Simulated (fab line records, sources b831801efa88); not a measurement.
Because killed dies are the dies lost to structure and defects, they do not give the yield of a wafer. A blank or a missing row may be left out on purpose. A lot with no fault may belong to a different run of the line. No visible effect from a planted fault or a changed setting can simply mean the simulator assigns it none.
Code-filled problem report in 8D (eight disciplines) form || flow gf180mcu || the parts of the form that need people (team, actions taken, sign-off) are left out

## 1. THE ISSUE
At GF_M2_METAL_ETCH_16, bias-w averages 147.7 W over 6 wafers from 2 lots, while fault-free wafers read 140.1 W, standard deviation 0.41. That is +19 standard deviations from the usual mean.
The step: etches the open film in Cl2/BCl3, stops on SiO2, target depth 627.5 nm, time 104.6 s.
The first sign was on wafer L756.2 at day 24 04:39, on rie-metal-03. The record has a number at this step for 18 wafers belonging to 6 lots. Rule for "out", or "out of limits": more than 4 standard deviations from the usual mean. The rest of the wafers with a number are treated as sound.

## 2. WHAT THIS IS AND IS NOT
{"question": "which readings at this step", "is": "bias-w", "is not": "bcl3-flow-sccm, drypump-motor-current-A, he-backside-leak-sccm, oes-product-au"}
{"question": "which lots", "is": "L756, L760", "is not": "L749, L764, L766, L767"}
{"question": "which wafers of those lots", "is": "all that have a number", "is not": "-"}
{"question": "read on which tools", "is": "rie-metal-03", "is not": "rie-metal-01, rie-metal-04"}
{"question": "when", "is": "from day 24 04:39", "is not": "up to then (3 sound wafers); but 9 sound wafers of L764, L766, L767 came after"}

## 3. THE SUSPECTS, EACH WITH WHAT RULES IT OUT
Counting: any tool at a process step up to the reading is kept as a suspect provided that every lot that is out went through it and no sound lot did after the first of them.
- rie-metal-03 at GF_M2_METAL_ETCH_16 (etches the open film in Cl2/BCl3, stops on SiO2, target depth 627.5 nm, time 104.6 s): kept. Every lot that is out went through it, starting with L756 (day 24 04:39), and after that it ran no sound lot; the last sound lot it ran before then is L749 (day 21 09:44). Its own readings are out on those wafers: bias-w.
Remaining after the count: rie-metal-03 at GF_M2_METAL_ETCH_16.

## 4. THE CAUSE (what the simulator had put in)
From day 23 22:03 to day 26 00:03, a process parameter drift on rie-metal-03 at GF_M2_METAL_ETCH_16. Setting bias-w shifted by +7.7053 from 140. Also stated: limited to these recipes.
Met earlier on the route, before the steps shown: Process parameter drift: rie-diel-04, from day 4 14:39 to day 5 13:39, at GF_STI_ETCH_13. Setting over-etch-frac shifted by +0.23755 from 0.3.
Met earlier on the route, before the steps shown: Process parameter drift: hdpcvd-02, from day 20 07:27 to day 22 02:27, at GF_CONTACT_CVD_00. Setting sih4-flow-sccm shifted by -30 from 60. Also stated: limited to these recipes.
Only this tool survived the counting.

## 5. THE EFFECT CHAIN, in route order
One row per reading whose mean, taken over the struck wafers that have a number, lies over 3 standard deviations from the usual. Readings are gone through only where the record gives a usual standard deviation; hours: the median, over the lots, of the time from a lot's start at the first step in this table giving one to that lot's start at this step; sigmas: the change measured in usual standard deviations.
{"hours": 0, "step": "GF_M2_METAL_ETCH_16", "reading": "bias-w", "usual": "140.1 W", "on struck wafers": 147.7, "change": "+7.6", "sigmas": "+19"}
Here are the process steps it includes:
- GF_M2_METAL_ETCH_16: etches the open film in Cl2/BCl3, stops on SiO2, target depth 627.5 nm, time 104.6 s.

## 6. WHAT WOULD HAVE CAUGHT IT SOONER
The fault began at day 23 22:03; the first out-of-limits reading in this record came at day 24 04:39, 7 hours later.
